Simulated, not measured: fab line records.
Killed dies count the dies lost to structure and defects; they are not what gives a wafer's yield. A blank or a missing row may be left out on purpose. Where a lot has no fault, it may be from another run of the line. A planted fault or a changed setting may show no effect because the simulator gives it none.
fab line records	flow sky130	part 1 of 2: steps 1 to 26 of 35
[record] lots = 5	wafers = 15	last-day = 49
route steps=708 shown CAPM@538 METAL3@555
lots untouched by any fault: they come from a run of this same line in which no faults occurred
start-h: the number of hours between the record's first day and the start of the first shown wafer of the lot	wait-h: how many hours have passed since the lot's step before this one	" repeats the value in the row above	L1.1+2: several wafers, shown together as one row	- value missing, or start not given	* or withheld: withheld	< > ~ a bound
route shown NAME@n: names a module that has steps shown in the file, with the first one's number in the route	usual: the fault-free wafers' mean and standard deviation	same: alike in all rows	chamber/n: place in a boat	sites: each site's reading	_std_site: how widely they spread, as a standard deviation	_edge_site: outer sites' mean less inner sites'	radius-mm: how far each site lies from the wafer's centre	mask NAME#n: copy n	behind: tool/chamber where the wafer was last shaped	hold: reason for holding the lot/hours on hold/outcome of the hold	device: transistor that didn't switch, given as n, p or np	end of line: tests run on the same wafers once the route is complete	a step given without rows: its recipe and nothing more	killed: count of dies lost to structure and defects at first sort (not the wafer's yield)	map: per-die view of a wafer (x killed, . not killed, _ where there is no die)
set.NAME: the setting that was run; set.NAME@STEP: the one run at that earlier step	model.NAME: the simulator's own value behind a step, which no gauge read
lots seen at some steps along the route; tables by step, rows by wafer
services: the hour from which a tool's chamber was out of use, counted from the record's first day as start-h (under 0 if before that day), plus the number of hours and why
[[steps]]
[step SKY_CAPM_THK_MEAS_01]
[recipe] reads = SiO2_of_CAPM_CVD_00
[usual] CAPM_CVD_00_THK = 15.44/0.25
lot.wafer	tool	chamber	start-h	wait-h	CAPM_CVD_00_THK[nm]
L075.1	film-metro-02	-	852.27	-	15.08
L075.3	"	-	"	"	15.31
L075.4	"	-	"	"	15.25
L085.1	film-metro-01	-	928.16	-	15.65
L085.4	"	-	"	"	15.81
L085.5	"	-	"	"	15.66
L087.2	film-metro-04	-	939.84	-	15.16
L087.4	"	-	"	"	15.50
L087.5	"	-	"	"	15.46
L091.1	film-metro-02	-	986.17	-	15.39
L091.2	"	-	"	"	15.43
L091.4	"	-	"	"	15.32
L093.2	film-metro-01	-	987.40	-	15.32
L093.3	"	-	"	"	15.21
L093.6	"	-	"	"	15.31
[step SKY_CAPM_SPUTTER_02]
[recipe] material = TiN	target-thk-nm = 200	temp-c = 300	power-w = 6500	time-s = 166.7	chamber-pressure-pa = 0.4
[usual] cathode-dc-power-W = 6500.0/1.2	throttle-valve-pct = 30.0/1.1
lot.wafer	tool	chamber	start-h	wait-h	cathode-dc-power-W	throttle-valve-pct
L075.1	pvd-sputter-04	-	852.33	0.1	6497.9	31.8
L075.3	"	-	"	"	6503.2	31.2
L075.4	"	-	"	"	6501.0	30.6
L085.1	pvd-sputter-02	-	928.22	0.1	6499.8	30.6
L085.4	"	-	"	"	6500.8	30.6
L085.5	"	-	"	"	6499.3	30.5
L087.2	pvd-sputter-02	-	939.89	0.0	6501.9	30.7
L087.4	"	-	"	"	6497.1	31.1
L087.5	"	-	"	"	6499.2	30.5
L091.1	pvd-sputter-04	-	986.23	0.1	6501.1	31.4
L091.2	"	-	"	"	6499.3	30.4
L091.4	"	-	"	"	6501.8	31.1
L093.2	pvd-sputter-01	-	987.45	0.0	6500.5	29.4
L093.3	"	-	"	"	6499.5	28.9
L093.6	"	-	"	"	6499.4	28.6
[step SKY_CAPM_RS_MEAS_03]
[recipe] thk-meas-gauge = four-point-probe	reads = TiN_of_CAPM_SPUTTER_02
[usual] CAPM_TIN_RS = 6.94/0.071
lot.wafer	tool	chamber	start-h	wait-h	CAPM_TIN_RS[ohm/sq]
L075.1	film-metro-01	-	852.44	0.1	6.95
L075.3	"	-	"	"	6.90
L075.4	"	-	"	"	6.98
L085.1	film-metro-02	-	928.33	0.1	7.05
L085.4	"	-	"	"	7.08
L085.5	"	-	"	"	6.99
L087.2	film-metro-01	-	940.02	0.1	7.07
L087.4	"	-	"	"	6.96
L087.5	"	-	"	"	7.04
L091.1	film-metro-04	-	986.34	0.1	6.81
L091.2	"	-	"	"	6.89
L091.4	"	-	"	"	6.86
L093.2	film-metro-02	-	987.58	0.1	6.99
L093.3	"	-	"	"	6.95
L093.6	"	-	"	"	7.00
[step SKY_CAPM_THK_MEAS_04]
[recipe] thk-meas-gauge = xrf	reads = TiN_of_CAPM_SPUTTER_02
[usual] CAPM_TIN_THK = 197.3/2.2
lot.wafer	tool	chamber	start-h	wait-h	CAPM_TIN_THK[nm]
L075.1	film-metro-01	-	852.56	0.1	194.8
L075.3	"	-	"	"	197.2
L075.4	"	-	"	"	195.0
L085.1	film-metro-02	-	928.45	0.1	196.0
L085.4	"	-	"	"	194.4
L085.5	"	-	"	"	196.8
L087.2	film-metro-01	-	940.13	0.1	193.8
L087.4	"	-	"	"	195.9
L087.5	"	-	"	"	194.4
L091.1	film-metro-04	-	986.46	0.1	199.7
L091.2	"	-	"	"	198.6
L091.4	"	-	"	"	199.5
L093.2	film-metro-02	-	987.69	0.1	196.8
L093.3	"	-	"	"	197.6
L093.6	"	-	"	"	196.6
[step SKY_CAPM_DEHYDRATE_05]
[recipe] temp-c = 200	time-s = 60
[usual] chill-plate-temp-C = 23.02/0.12
lot.wafer	tool	chamber	start-h	wait-h	chill-plate-temp-C
L075.1	litho-track-01	0	864.86	12.3	22.95
L075.3	"	0	"	"	22.93
L075.4	"	0	"	"	22.94
L085.1	litho-track-01	0	940.16	11.7	23.04
L085.4	"	0	"	"	23.18
L085.5	"	0	"	"	23.06
L087.2	litho-track-01	0	950.88	10.7	23.02
L087.4	"	0	"	"	22.93
L087.5	"	0	"	"	23.02
L091.1	litho-track-04	0	997.82	11.3	23.11
L091.2	"	0	"	"	23.04
L091.4	"	0	"	"	23.08
L093.2	litho-track-03	0	998.81	11.1	23.22
L093.3	"	0	"	"	23.18
L093.6	"	0	"	"	23.04
[step SKY_CAPM_HMDS_06]
[recipe] prime-time-s = 60	prime-temp-c = 120
[usual] chill-plate-temp-C = 23.00/0.099
[same] prime-time-s = 60
lot.wafer	tool	chamber	start-h	wait-h	chill-plate-temp-C
L075.1	litho-track-01	0	865.01	0.1	23.13
L075.3	"	0	"	"	22.95
L075.4	"	0	"	"	23.19
L085.1	litho-track-01	0	940.31	0.1	23.07
L085.4	"	0	"	"	23.20
L085.5	"	0	"	"	23.07
L087.2	litho-track-01	0	951.03	0.1	23.01
L087.4	"	0	"	"	22.93
L087.5	"	0	"	"	23.16
L091.1	litho-track-04	0	997.97	0.1	23.00
L091.2	"	0	"	"	22.97
L091.4	"	0	"	"	22.97
L093.2	litho-track-03	0	998.96	0.1	22.95
L093.3	"	0	"	"	22.99
L093.6	"	0	"	"	22.92
[step SKY_CAPM_COAT_07]
[recipe] resist = NOVOLAK	spin-rpm = 3000	resist-thk-nm = 1140
[usual] chill-plate-temp-C = 22.99/0.1
lot.wafer	tool	chamber	start-h	wait-h	chill-plate-temp-C
L075.1	litho-track-01	0	865.16	0.1	23.03
L075.3	"	0	"	"	22.98
L075.4	"	0	"	"	23.02
L085.1	litho-track-01	0	940.46	0.1	23.04
L085.4	"	0	"	"	22.92
L085.5	"	0	"	"	22.85
L087.2	litho-track-01	0	951.18	0.1	22.90
L087.4	"	0	"	"	22.91
L087.5	"	0	"	"	22.76
L091.1	litho-track-04	0	998.12	0.1	22.87
L091.2	"	0	"	"	22.93
L091.4	"	0	"	"	22.88
L093.2	litho-track-03	0	999.11	0.1	22.82
L093.3	"	0	"	"	22.89
L093.6	"	0	"	"	22.84
[step SKY_CAPM_SOFTBAKE_08]
[recipe] temp-c = 90	time-s = 60	resist = NOVOLAK
[usual] chill-plate-temp-C = 22.99/0.11
lot.wafer	tool	chamber	start-h	wait-h	chill-plate-temp-C
L075.1	litho-track-01	0	865.31	0.1	22.98
L075.3	"	0	"	"	23.03
L075.4	"	0	"	"	23.01
L085.1	litho-track-01	0	940.61	0.1	22.86
L085.4	"	0	"	"	22.90
L085.5	"	0	"	"	22.93
L087.2	litho-track-01	0	951.33	0.1	23.02
L087.4	"	0	"	"	22.86
L087.5	"	0	"	"	23.03
L091.1	litho-track-04	0	998.27	0.1	22.93
L091.2	"	0	"	"	22.90
L091.4	"	0	"	"	22.99
L093.2	litho-track-03	0	999.26	0.1	22.99
L093.3	"	0	"	"	23.01
L093.6	"	0	"	"	23.05
[step SKY_CAPM_EXPOSE_09]
[recipe] mask-id = CAPM	na = 0.6	source-shape = conventional	sigma-outer = 0.6	polarization = unpolarized	target-cd-nm = 1000	dose-mj = 159
[usual] stage-vel-mm-s = 500.00/0.26
[same] na = 0.6
lot.wafer	tool	chamber	start-h	wait-h	mask	stage-vel-mm-s
L075.1	iline-stepper-02	0	-	-	CAPM#0	500.32
L075.3	"	0	"	"	CAPM#0	499.82
L075.4	"	0	"	"	CAPM#0	499.90
L085.1	iline-stepper-02	0	-	-	CAPM#0	499.88
L085.4	"	0	"	"	CAPM#0	499.89
L085.5	"	0	"	"	CAPM#0	499.99
L087.2	iline-stepper-02	0	-	-	CAPM#0	500.21
L087.4	"	0	"	"	CAPM#0	499.76
L087.5	"	0	"	"	CAPM#0	500.01
L091.1	iline-stepper-01	0	-	-	CAPM#0	500.12
L091.2	"	0	"	"	CAPM#0	499.70
L091.4	"	0	"	"	CAPM#0	500.53
L093.2	iline-stepper-01	0	-	-	CAPM#0	499.75
L093.3	"	0	"	"	CAPM#0	500.18
L093.6	"	0	"	"	CAPM#0	499.88
[step SKY_CAPM_PEB_10]
[recipe] temp-c = withheld	time-s = *	resist = NOVOLAK
[usual] chill-plate-temp-C = *
lot.wafer	tool	chamber	start-h	wait-h	chill-plate-temp-C
L075.1	litho-track-03	0	-	-	*
L075.3	"	0	"	"	*
L075.4	"	0	"	"	*
L085.1	litho-track-03	0	-	-	*
L085.4	"	0	"	"	*
L085.5	"	0	"	"	*
L087.2	litho-track-03	0	-	-	*
L087.4	"	0	"	"	*
L087.5	"	0	"	"	*
L091.1	litho-track-04	0	-	-	*
L091.2	"	0	"	"	*
L091.4	"	0	"	"	*
L093.2	litho-track-03	0	-	-	*
L093.3	"	0	"	"	*
L093.6	"	0	"	"	*
[step SKY_CAPM_DEVELOP_11]
[recipe] resist = NOVOLAK	developer = TMAH	develop-time-s = 60	dev-temp-c = 23
[usual] chill-plate-temp-C = 22.98/0.13
lot.wafer	tool	chamber	start-h	wait-h	chill-plate-temp-C
L075.1	litho-track-03	0	877.98	0.1	22.85
L075.3	"	0	"	"	22.87
L075.4	"	0	"	"	23.01
L085.1	litho-track-03	0	952.13	0.1	22.94
L085.4	"	0	"	"	23.04
L085.5	"	0	"	"	23.17
L087.2	litho-track-03	0	963.66	0.1	23.11
L087.4	"	0	"	"	22.89
L087.5	"	0	"	"	22.93
L091.1	litho-track-04	0	1009.07	0.1	22.89
L091.2	"	0	"	"	22.82
L091.4	"	0	"	"	22.77
L093.2	litho-track-03	0	1010.01	0.1	22.98
L093.3	"	0	"	"	23.13
L093.6	"	0	"	"	23.09
[step SKY_CAPM_OVL_MEAS_12]
[usual] CAPM_OVL = 1.0/1.4
lot.wafer	tool	chamber	start-h	wait-h	CAPM_OVL[nm]
L075.1	overlay-01	-	878.13	0.1	1.6
L075.3	"	-	"	"	-0.1
L075.4	"	-	"	"	0.7
L085.1	overlay-02	-	952.28	0.1	2.7
L085.4	"	-	"	"	2.5
L085.5	"	-	"	"	2.2
L087.2	overlay-01	-	963.79	0.1	1.4
L087.4	"	-	"	"	0.9
L087.5	"	-	"	"	-0.5
L091.1	overlay-02	-	1009.22	0.1	-2.6
L091.2	"	-	"	"	-1.1
L091.4	"	-	"	"	-1.7
L093.2	overlay-02	-	1010.14	0.1	0.6
L093.3	"	-	"	"	1.4
L093.6	"	-	"	"	0.9
[step SKY_CAPM_METAL_ETCH_13]
[recipe] target-depth-nm = 220	stop-on = SiO2	chemistry = Cl2/BCl3	target = TiN	pressure-mtorr = 10	icp-w = 900	bias-w = 48.5	Cl2_flow_sccm = 60	bcl3-flow-sccm = 30	time-s = 62.9
[usual] drypump-motor-current-A = 5.4/0.45	oes-product-au = 0.939/0.0069	throttle-valve-pct = 21.903/0.01
lot.wafer	tool	chamber	start-h	wait-h	drypump-motor-current-A	oes-product-au	rf-hours-counter-h	throttle-valve-pct
L075.1	rie-metal-02	0	878.17	0.0	5.2	0.936	0	21.884
L075.3	"	0	"	"	5.2	0.949	-	21.872
L075.4	"	1	"	"	4.8	0.939	-	21.913
L085.1	rie-metal-02	1	952.32	0.0	4.8	0.929	14	21.911
L085.4	"	1	"	"	4.8	0.925	-	21.915
L085.5	"	1	"	"	4.8	0.937	-	21.910
L087.2	rie-metal-04	0	963.82	0.0	5.2	0.934	17	21.903
L087.4	"	1	"	"	6.3	0.942	-	21.905
L087.5	"	0	"	"	5.2	0.929	-	21.914
L091.1	rie-metal-02	1	1009.26	0.0	4.8	0.947	17	21.875
L091.2	"	1	"	"	4.8	0.939	-	21.898
L091.4	"	1	"	"	4.8	0.940	-	21.905
L093.2	rie-metal-04	1	1010.17	0.0	6.3	0.934	8	21.921
L093.3	"	1	"	"	6.3	0.937	-	21.905
L093.6	"	0	"	"	5.3	0.939	-	21.904
[step SKY_CAPM_STRIP_14]
[recipe] chemistry = O2/N2	power-w = 1400	pressure-mtorr = 1500	platen-temp-c = withheld	o2-flow-sccm = 3000	n2-flow-sccm = 300	overash-fraction = 0.5
[usual] drypump-motor-current-A = 6.1/0.52	oes-product-au = 0.710/0.0042	strip-time-to-endpoint-s = 12.66/0.052
lot.wafer	tool	chamber	start-h	wait-h	drypump-motor-current-A	oes-product-au	rf-hours-counter-h	strip-time-to-endpoint-s
L075.1	plasma-asher-02	0	878.24	0.1	5.0	0.702	110	12.72
L075.3	"	0	"	"	5.0	0.714	-	12.75
L075.4	"	1	"	"	5.6	0.702	-	12.68
L085.1	plasma-asher-04	1	952.39	0.1	6.6	0.718	50	12.67
L085.4	"	1	"	"	6.6	0.718	-	12.63
L085.5	"	1	"	"	6.6	0.714	-	12.70
L087.2	plasma-asher-03	1	963.89	0.1	6.2	0.707	84	12.56
L087.4	"	1	"	"	6.2	0.705	-	12.61
L087.5	"	0	"	"	6.1	0.703	-	12.65
L091.1	plasma-asher-04	0	1009.41	0.1	6.4	0.712	56	12.61
L091.2	"	1	"	"	6.6	0.711	56	12.65
L091.4	"	0	"	"	6.3	0.708	-	12.67
L093.2	plasma-asher-03	0	1010.24	0.1	6.1	0.708	89	12.77
L093.3	"	1	"	"	6.2	0.704	-	12.76
L093.6	"	0	"	"	6.1	0.700	-	12.74
[step SKY_CAPM_STRIP_15]
[recipe] chemistry = post-etch-residue-remover	time-s = 1200	temp-c = 72.5
lot.wafer	tool	chamber	start-h	wait-h
L075.1+3+4	wet-bench-02	1	878.34	0.1
L085.1+4+5	wet-bench-01	3	952.49	0.1
L087.2+4+5	wet-bench-03	3	963.99	0.1
L091.1+2+4	wet-bench-01	3	1009.51	0.1
L093.2+3+6	wet-bench-02	0	1010.34	0.1
[step SKY_CAPM_CLEAN_16]
[recipe] chemistry = IPA	time-s = 180	temp-c = 25
lot.wafer	tool	chamber	start-h	wait-h
L075.1+3+4	wet-bench-02	1	878.72	0.0
L085.1+4+5	wet-bench-03	1	952.87	0.0
L087.2+4+5	wet-bench-01	1	964.34	0.0
L091.1+2+4	wet-bench-03	3	1009.86	0.0
L093.2+3+6	wet-bench-03	2	1010.69	0.0
[step SKY_CAPM_CLEAN_17]
[recipe] chemistry = O3/DIW	dry = n2-spin
lot.wafer	tool	chamber	start-h	wait-h
L075.1+3+4	wet-bench-03	3	878.78	0.0
L085.1+4+5	wet-bench-02	2	952.92	0.0
L087.2+4+5	wet-bench-03	2	964.40	0.0
L091.1+2+4	wet-bench-01	0	1009.91	0.0
L093.2+3+6	wet-bench-02	0	1010.75	0.0
[step SKY_METAL3_DEHYDRATE_05]
[recipe] temp-c = 200	time-s = 60
[usual] chill-plate-temp-C = 23.01/0.11
lot.wafer	tool	chamber	start-h	wait-h	chill-plate-temp-C
L075.1	litho-track-04	0	890.97	12.1	22.87
L075.3	"	0	"	"	23.04
L075.4	"	0	"	"	23.07
L085.1	litho-track-02	0	965.22	12.2	23.08
L085.4	"	0	"	"	22.97
L085.5	"	0	"	"	23.05
L087.2	litho-track-01	0	975.73	11.2	23.12
L087.4	"	0	"	"	23.10
L087.5	"	0	"	"	23.12
L091.1	litho-track-02	0	1021.17	11.2	22.83
L091.2	"	0	"	"	23.06
L091.4	"	0	"	"	22.95
L093.2	litho-track-02	0	1022.34	11.5	23.02
L093.3	"	0	"	"	23.08
L093.6	"	0	"	"	22.98
[step SKY_METAL3_HMDS_06]
[recipe] prime-time-s = 60	prime-temp-c = 120
[usual] chill-plate-temp-C = 23.01/0.1
[same] prime-time-s = 60
lot.wafer	tool	chamber	start-h	wait-h	chill-plate-temp-C
L075.1	litho-track-04	0	891.12	0.1	22.97
L075.3	"	0	"	"	22.97
L075.4	"	0	"	"	22.82
L085.1	litho-track-02	0	965.37	0.1	23.10
L085.4	"	0	"	"	23.19
L085.5	"	0	"	"	23.07
L087.2	litho-track-01	0	975.88	0.1	23.01
L087.4	"	0	"	"	22.91
L087.5	"	0	"	"	23.14
L091.1	litho-track-02	0	1021.32	0.1	22.91
L091.2	"	0	"	"	22.96
L091.4	"	0	"	"	23.09
L093.2	litho-track-02	0	1022.49	0.1	22.80
L093.3	"	0	"	"	22.97
L093.6	"	0	"	"	22.86
[step SKY_METAL3_COAT_07]
[recipe] resist = BARC	temp-c = withheld	time-s = withheld	spin-rpm = 3000	resist-thk-nm = 60
[usual] chill-plate-temp-C = *
lot.wafer	tool	chamber	start-h	wait-h	chill-plate-temp-C
L075.1	litho-track-04	0	891.27	0.1	*
L075.3	"	0	"	"	*
L075.4	"	0	"	"	*
L085.1	litho-track-02	0	965.52	0.1	*
L085.4	"	0	"	"	*
L085.5	"	0	"	"	*
L087.2	litho-track-01	0	976.03	0.1	*
L087.4	"	0	"	"	*
L087.5	"	0	"	"	*
L091.1	litho-track-02	0	1021.47	0.1	*
L091.2	"	0	"	"	*
L091.4	"	0	"	"	*
L093.2	litho-track-02	0	1022.64	0.1	*
L093.3	"	0	"	"	*
L093.6	"	0	"	"	*
[step SKY_METAL3_COAT_08]
[recipe] resist = KrF-thick	spin-rpm = 3000	resist-thk-nm = 1124
[usual] chill-plate-temp-C = 23.00/0.12
lot.wafer	tool	chamber	start-h	wait-h	chill-plate-temp-C
L075.1	litho-track-04	0	-	-	23.18
L075.3	"	0	"	"	22.99
L075.4	"	0	"	"	22.99
L085.1	litho-track-02	0	-	-	23.12
L085.4	"	0	"	"	23.14
L085.5	"	0	"	"	22.96
L087.2	litho-track-01	0	-	-	23.02
L087.4	"	0	"	"	23.03
L087.5	"	0	"	"	22.82
L091.1	litho-track-02	0	-	-	22.91
L091.2	"	0	"	"	23.04
L091.4	"	0	"	"	23.12
L093.2	litho-track-02	0	-	-	22.95
L093.3	"	0	"	"	22.94
L093.6	"	0	"	"	23.17
[step SKY_METAL3_SOFTBAKE_09]
[recipe] temp-c = 100	time-s = 90	resist = KrF-thick
[usual] chill-plate-temp-C = 23.03/0.11
lot.wafer	tool	chamber	start-h	wait-h	chill-plate-temp-C
L075.1	litho-track-04	0	-	-	23.04
L075.3	"	0	"	"	22.90
L075.4	"	0	"	"	23.09
L085.1	litho-track-02	0	-	-	23.00
L085.4	"	0	"	"	23.06
L085.5	"	0	"	"	23.01
L087.2	litho-track-01	0	-	-	22.83
L087.4	"	0	"	"	22.86
L087.5	"	0	"	"	22.88
L091.1	litho-track-02	0	-	-	23.10
L091.2	"	0	"	"	23.12
L091.4	"	0	"	"	23.07
L093.2	litho-track-02	0	-	-	23.17
L093.3	"	0	"	"	23.10
L093.6	"	0	"	"	23.13
[step SKY_METAL3_EXPOSE_10]
[recipe] mask-id = MM3	na = 0.68	source-shape = annular	sigma-inner = 0.4	sigma-outer = 0.8	target-cd-nm = 300	dose-mj = 28
[usual] stage-vel-mm-s = 500.00/0.25
[same] na = 0.68
lot.wafer	tool	chamber	start-h	wait-h	mask	stage-vel-mm-s
L075.1	krf-scanner-01	0	-	-	MM3#0	500.11
L075.3	"	0	"	"	MM3#0	500.32
L075.4	"	0	"	"	MM3#0	499.67
L085.1	krf-scanner-01	0	-	-	MM3#0	499.78
L085.4	"	0	"	"	MM3#0	499.58
L085.5	"	0	"	"	MM3#0	499.95
L087.2	krf-scanner-02	0	-	-	MM3#0	500.33
L087.4	"	0	"	"	MM3#0	499.85
L087.5	"	0	"	"	MM3#0	499.86
L091.1	krf-scanner-01	0	-	-	MM3#0	499.97
L091.2	"	0	"	"	MM3#0	500.09
L091.4	"	0	"	"	MM3#0	500.05
L093.2	krf-scanner-02	0	-	-	MM3#0	499.73
L093.3	"	0	"	"	MM3#0	500.39
L093.6	"	0	"	"	MM3#0	500.00
[step SKY_METAL3_PEB_11]
[recipe] peb-temp-c = withheld	peb-time-s = withheld	resist = KrF-thick
[usual] chill-plate-temp-C = *
lot.wafer	tool	chamber	start-h	wait-h	chill-plate-temp-C
L075.1	litho-track-04	0	-	-	*
L075.3	"	0	"	"	*
L075.4	"	0	"	"	*
L085.1	litho-track-02	0	-	-	*
L085.4	"	0	"	"	*
L085.5	"	0	"	"	*
L087.2	litho-track-04	0	-	-	*
L087.4	"	0	"	"	*
L087.5	"	0	"	"	*
L091.1	litho-track-04	0	-	-	*
L091.2	"	0	"	"	*
L091.4	"	0	"	"	*
L093.2	litho-track-02	0	-	-	*
L093.3	"	0	"	"	*
L093.6	"	0	"	"	*
[step SKY_METAL3_DEVELOP_12]
[recipe] develop-time-s = 60	resist = KrF-thick	dev-temp-c = 21
[usual] chill-plate-temp-C = 23.00/0.1
lot.wafer	tool	chamber	start-h	wait-h	chill-plate-temp-C
L075.1	litho-track-04	0	-	-	22.98
L075.3	"	0	"	"	23.15
L075.4	"	0	"	"	22.94
L085.1	litho-track-02	0	-	-	23.16
L085.4	"	0	"	"	23.21
L085.5	"	0	"	"	22.97
L087.2	litho-track-04	0	-	-	22.92
L087.4	"	0	"	"	23.04
L087.5	"	0	"	"	23.06
L091.1	litho-track-04	0	-	-	22.98
L091.2	"	0	"	"	22.80
L091.4	"	0	"	"	22.95
L093.2	litho-track-02	0	-	-	23.06
L093.3	"	0	"	"	23.06
L093.6	"	0	"	"	22.87
[step SKY_METAL3_CD_MEAS_13]
[recipe] target-cd-nm = 300
[usual] cd-nm = 300.0/1.1
lot.wafer	tool	chamber	start-h	wait-h	cd-nm
L075.1	cd-sem-01	-	904.67	-	298.0
L075.3	"	-	"	"	298.7
L075.4	"	-	"	"	298.5
L085.1	cd-sem-02	-	977.07	-	298.6
L085.4	"	-	"	"	298.5
L085.5	"	-	"	"	299.5
L087.2	cd-sem-01	-	988.39	-	301.0
L087.4	"	-	"	"	299.9
L087.5	"	-	"	"	300.5
L091.1	cd-sem-01	-	1032.87	-	301.2
L091.2	"	-	"	"	301.0
L091.4	"	-	"	"	302.1
L093.2	cd-sem-01	-	1034.24	-	299.8
L093.3	"	-	"	"	300.0
L093.6	"	-	"	"	299.4
